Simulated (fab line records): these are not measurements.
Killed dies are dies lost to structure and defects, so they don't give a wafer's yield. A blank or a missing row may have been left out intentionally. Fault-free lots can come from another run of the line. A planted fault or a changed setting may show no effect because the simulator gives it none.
Which tool did it?	flow gf180mcu	24 lots, 72 wafers sampled, at 5 steps of a route of 602

== WHAT THE GAUGES READ, wafer by wafer ==
GF_VT_IMPLANT_OVL_MEAS_18. Usual: VT_IMPLANT_01_OVL typically reads -0.8 nm, with standard deviation 1.2.
lot	measured	on	VT_IMPLANT_01_OVL (nm)	flag
L074	day 6 04:38	overlay-01	-2.2 -1.8 -1.5	
L075	day 6 09:57	overlay-02	-2.3 -2.2 -1.4	
L076	day 6 17:45	overlay-01	-0.9 -1.2 -0.3	
L077	day 7 02:36	overlay-02	1.4 -0.7 -0.7	
L078	day 7 07:02	overlay-02	0.4 -0.7 1.0	
L079	day 7 13:53	overlay-01	-1.6 -2.5 -0.8	
L080	day 7 20:35	overlay-01	-2.1 -2.5 -3.2	
L081	day 8 06:41	overlay-01	0.0 -0.7 -1.5	
L083	day 8 13:11	overlay-01	0.5 -2.2 -2.5	
L082	day 8 14:26	overlay-01	-1.5 -1.2 -0.6	
L084	day 9 05:14	overlay-01	-1.0 -1.2 0.4	
L085	day 9 12:23	overlay-01	0.0 0.2 1.9	
L086	day 9 14:18	overlay-01	-3.9 -2.3 -2.3	
L087	day 9 20:29	overlay-01	-0.2 -0.6 -0.7	
L088	day 10 04:14	overlay-02	-1.9 1.2 0.0	
L089	day 10 11:35	overlay-01	-1.4 -0.2 -2.5	
L090	day 10 13:47	overlay-01	0.2 -0.5 0.4	
L091	day 10 18:32	overlay-02	-2.0 -2.1 -2.0	
L092	day 11 00:32	overlay-01	1.0 1.3 -1.0	
L093	day 11 04:08	overlay-01	1.3 0.6 -0.3	
L094	day 11 19:44	overlay-01	0.9 -1.1 -1.3	
L095	day 11 20:38	overlay-01	-1.2 -0.1 -0.2	
L096	day 12 02:11	overlay-01	-1.5 -0.2 -1.0	
L097	day 12 09:23	overlay-01	0.2 0.0 0.0	

GF_M2_THK_MEAS_06: measures by xrf. Usual: M2_ALCU_THK typically reads 457 nm, with standard deviation 5.1.
lot	measured	on	M2_ALCU_THK (nm)	flag
L074	day 18 01:22	film metro-01	455 458 454	
L075	day 18 09:39	film metro-02	454 455 454	
L076	day 18 17:11	film metro-03	449 453 452	
L077	day 19 05:40	film metro-02	456 457 455	
L078	day 19 14:16	film metro-03	453 455 452	
L079	day 20 03:50	film metro-03	456 449 453	
L080	day 20 12:00	film metro-01	446 449 461	
L081	day 21 00:14	film metro-02	458 458 464	
L083	day 21 11:06	film metro-02	462 458 455	
L082	day 21 16:54	film metro-03	455 447 458	
L084	day 22 10:38	film metro-01	463 462 461	
L085	day 22 21:11	film metro-03	456 454 460	
L086	day 23 00:34	film metro-01	471 466 463	
L087	day 23 08:23	film metro-01	459 455 463	
L088	day 23 16:49	film metro-01	461 455 457	
L089	day 24 03:58	film metro-02	453 453 461	
L090	day 24 07:52	film metro-01	455 461 460	
L091	day 24 09:28	film metro-02	451 456 454	
L092	day 24 19:18	film metro-02	450 455 450	
L093	day 24 21:44	film metro-03	454 455 456	
L094	day 25 14:26	film metro-01	467 474 469	
L095	day 25 15:25	film metro-03	454 453 455	
L096	day 25 20:58	film metro-03	462 461 454	
L097	day 26 05:25	film metro-01	463 453 466	

GF_V3_THK_MEAS_01. Usual: V3_CVD_00_THK typically reads 571 nm, with standard deviation 6.3.
lot	measured	on	V3_CVD_00_THK (nm)	flag
L074	day 21 05:59	film metro-02	577 571 578	
L075	day 21 14:20	film metro-02	562 574 576	
L076	day 21 21:00	film metro-02	567 580 583	
L077	day 22 09:13	film metro-04	569 568 580	
L078	day 22 18:15	film metro-01	575 579 572	
L079	day 23 06:04	film metro-04	584 567 584	
L080	day 23 15:01	film metro-04	573 583 572	
L081	day 24 02:19	film metro-01	577 563 578	
L083	day 24 11:59	film metro-04	566 571 581	
L082	day 24 16:25	film metro-02	570 572 577	
L084	day 25 10:18	film metro-04	573 582 572	
L085	day 25 20:18	film metro-01	567 571 572	
L086	day 25 21:16	film metro-02	561 568 568	
L087	day 26 05:29	film metro-02	567 563 568	
L088	day 26 13:31	film metro-02	582 572 573	
L089	day 26 23:04	film metro-02	569 575 573	
L090	day 27 04:37	film metro-04	577 572 579	
L091	day 27 05:10	film metro-04	560 569 561	
L092	day 27 14:07	film metro-02	573 567 565	
L093	day 27 16:41	film metro-02	565 573 558	
L094	day 28 07:03	film metro-01	568 567 557	
L095	day 28 08:34	film metro-02	567 575 567	
L096	day 28 13:31	film metro-04	570 567 568	
L097	day 28 21:10	film metro-02	572 561 571	

GF_V4_RS_MEAS_24: uses a four-point probe to measure. Usual: V4_W_RS typically reads 0.3266 ohm/sq, with standard deviation 0.0029.
lot	measured	on	V4_W_RS (ohm/sq)	flag
L074	day 24 08:40	film metro-03	0.3301 0.3230 0.3282	
L075	day 24 15:29	film metro-04	0.3288 0.3269 0.3219	
L076	day 24 21:55	film metro-04	0.3250 0.3229 0.3248	
L077	day 25 10:06	film metro-03	0.3278 0.3265 0.3245	
L078	day 25 17:37	film metro-01	0.3232 0.3248 0.3222	
L079	day 26 03:23	film metro-04	0.3301 0.3284 0.3271	
L080	day 26 12:05	film metro-03	0.3243 0.3312 0.3244	
L081	day 26 22:07	film metro-04	0.3288 0.3292 0.3275	
L083	day 27 08:17	film metro-01	0.3251 0.3300 0.3236	
L082	day 27 13:08	film metro-01	0.3258 0.3293 0.3302	
L084	day 28 04:33	film metro-04	0.3291 0.3262 0.3335	
L085	day 28 13:32	film metro-03	0.3262 0.3242 0.3236	
L086	day 28 14:51	film metro-01	0.3284 0.3268 0.3258	
L087	day 28 22:46	film metro-04	0.3295 0.3241 0.3322	
L088	day 29 06:08	film metro-03	0.3209 0.3274 0.3208	
L089	day 29 14:26	film metro-04	0.3232 0.3277 0.3265	
L090	day 29 18:58	film metro-03	0.3288 0.3226 0.3291	
L091	day 29 19:19	film metro-01	0.3219 0.3274 0.3249	
L092	day 30 04:51	film metro-03	0.3231 0.3279 0.3266	
L093	day 30 06:49	film metro-01	0.3238 0.3270 0.3284	
L094	day 30 19:19	film metro-04	0.3263 0.3251 0.3282	
L095	day 30 21:32	film metro-03	0.3221 0.3226 0.3212	
L096	day 31 01:47	film metro-03	0.3242 0.3283 0.3255	
L097	day 31 07:47	film metro-01	0.3324 0.3300 0.3264	

== EACH LOT AND THE TOOL THAT RAN IT (in order: tool; ch and the chambers of the sampled wafers; start) ==
lot	GF_M4_SPUTTER_02
L074	pvd sputter-02, day 22 07:51
L075	pvd sputter-01, day 22 15:50
L076	pvd sputter-04, day 22 22:24
L077	pvd sputter-02, day 23 10:35
L078	pvd sputter-04, day 23 19:55
L079	pvd sputter-04, day 24 06:24
L080	pvd sputter-04, day 24 15:20
L081	pvd sputter-04, day 25 02:13
L083	pvd sputter-02, day 25 11:55
L082	pvd sputter-02, day 25 16:19
L084	pvd sputter-01, day 26 08:57
L085	pvd sputter-02, day 26 19:02
L086	pvd sputter-04, day 26 20:43
L087	pvd sputter-04, day 27 05:13
L088	pvd sputter-02, day 27 12:32
L089	pvd sputter-04, day 27 21:52
L090	pvd sputter-01, day 28 02:27
L091	pvd sputter-04, day 28 03:22
L092	pvd sputter-01, day 28 11:58
L093	pvd sputter-01, day 28 14:32
L094	pvd sputter-01, day 29 04:27
L095	pvd sputter-02, day 29 06:08
L096	pvd sputter-04, day 29 10:41
L097	pvd sputter-01, day 29 17:16
- GF_M4_SPUTTER_02: material AlCu, target thk 450 nm, time 23.9 s.

== AS READ BY THE TOOLS THEMSELVES (means over the sampled wafers that have a number; for cases with no such wafer, the mark the record gives instead) ==
GF_M4_SPUTTER_02. Usual: throttle valve pct 30.3 %, standard deviation 1.
lot	tool	throttle valve pct (%)	flag
L074	pvd sputter-02	31.0	
L075	pvd sputter-01	30.2	
L076	pvd sputter-04	29.3	
L077	pvd sputter-02	31.3	
L078	pvd sputter-04	30.0	
L079	pvd sputter-04	30.4	
L080	pvd sputter-04	30.3	
L081	pvd sputter-04	29.8	
L083	pvd sputter-02	31.3	
L082	pvd sputter-02	30.5	
L084	pvd sputter-01	30.8	
L085	pvd sputter-02	29.9	
L086	pvd sputter-04	30.6	
L087	pvd sputter-04	29.5	
L088	pvd sputter-02	30.4	
L089	pvd sputter-04	29.6	
L090	pvd sputter-01	30.6	
L091	pvd sputter-04	30.0	
L092	pvd sputter-01	29.9	
L093	pvd sputter-01	29.9	
L094	pvd sputter-01	30.5	
L095	pvd sputter-02	30.8	
L096	pvd sputter-04	30.0	
L097	pvd sputter-01	30.0	

== THE ANSWER, worked out from the rows above alone ==
Rule: a lot counts as off when the mean over its wafers that have a number is more than 3 standard deviations away from the usual mean. Also off: a lot with no number at a reading for which 4 or more lots have one. Any other lot the step has rows for is counted as sound. Order of review: gauges by route order, followed by the tools' own readings, for which a lot's mean as printed above is used. At the first step where some lot is off, the reading lying furthest off is the one used; lots without a number count as furthest.
None of the lots is off at any reading shown; this tells nothing.

== WHAT WAS PUT IN BY THE SIMULATOR ==
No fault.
